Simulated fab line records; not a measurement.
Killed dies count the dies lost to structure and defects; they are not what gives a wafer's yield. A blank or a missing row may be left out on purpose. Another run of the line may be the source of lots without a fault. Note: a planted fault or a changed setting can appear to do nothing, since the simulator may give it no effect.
Code-filled problem report in 8D (eight disciplines) form / flow sfqLine / the parts of the form that need people (team, actions taken, sign-off) are left out

== 1. THE PROBLEM ==
At SFQ_TRILAYER_I3_VIA_LITHO_PEB_088, heaterPowerTotalW averages 75.84 W over 6 wafers from 2 lots, while fault-free wafers read 79.15 W, standard deviation 0.073. That is -45 standard deviations from the usual mean.
The step: peb time 60 s.
The first sign was on wafer L634.3 at day 58 00:23, on lithoTrack-03. Wafers with a number at this step in the record: 42, from 14 lots. Rule for "out", or "out of limits": more than 4 standard deviations from the usual mean. Any other wafer with a number is counted as sound.

== 2. WHAT THIS IS AND IS NOT ==
question=which readings at this step | is=heaterPowerTotalW, plateTempC | is not=-
question=which lots | is=L634, L635 | is not=L623, L624, L625, L626, L627, L628, L631, L639, L640, L642, L645, L646
question=which wafers of those lots | is=all that have a number | is not=-
question=read on which tools | is=lithoTrack-03 | is not=lithoTrack-02, lithoTrack-04
question=when | is=from day 58 00:23 | is not=up to then (21 sound wafers); but 15 sound wafers of L639, L640, L642, L645, L646 came after

== 3. SUSPECTS, AND WHAT RULES EACH OUT ==
Counting: a tool at a process step up to the reading stays a suspect if it ran every lot that is out and no sound lot after the first of them.
- lithoTrack-03 at SFQ_TRILAYER_I3_VIA_LITHO_PEB_088 (peb time 60 s): ruled out as a lasting fault. Following L634 (day 58 00:23), the first lot on it that is out, the sound lots L645 were run on it.
Left after counting: nothing in the record.

== 4. THE CAUSE (what the simulator had put in) ==
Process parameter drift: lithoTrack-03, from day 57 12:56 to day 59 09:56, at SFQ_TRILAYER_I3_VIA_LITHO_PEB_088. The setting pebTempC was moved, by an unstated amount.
Counting ruled it out, wrongly.

== 5. THE EFFECT CHAIN, in route order ==
Each row: a reading whose mean over the struck wafers that have a number lies more than 3 standard deviations from the usual. Only readings whose record carries a usual standard deviation are examined. hours: median over the lots of the time between each lot's start at the first step of this table that gives one and its start at this step. sigmas: the change, counted in usual standard deviations.
hours=0; step=SFQ_TRILAYER_I3_VIA_LITHO_PEB_088; reading=heaterPowerTotalW; usual=79.15 W; on struck wafers=75.84; change=-3.31; sigmas=-45
hours=0; step=SFQ_TRILAYER_I3_VIA_LITHO_PEB_088; reading=plateTempC; usual=115.07 C; on struck wafers=111.40; change=-3.67; sigmas=-28
Process steps it contains:
- SFQ_TRILAYER_I3_VIA_LITHO_PEB_088: peb time 60 s.

== 6. WHAT WOULD HAVE CAUGHT IT SOONER ==
The fault began at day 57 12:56; the first out-of-limits reading in this record came at day 58 00:23, 11 hours later.
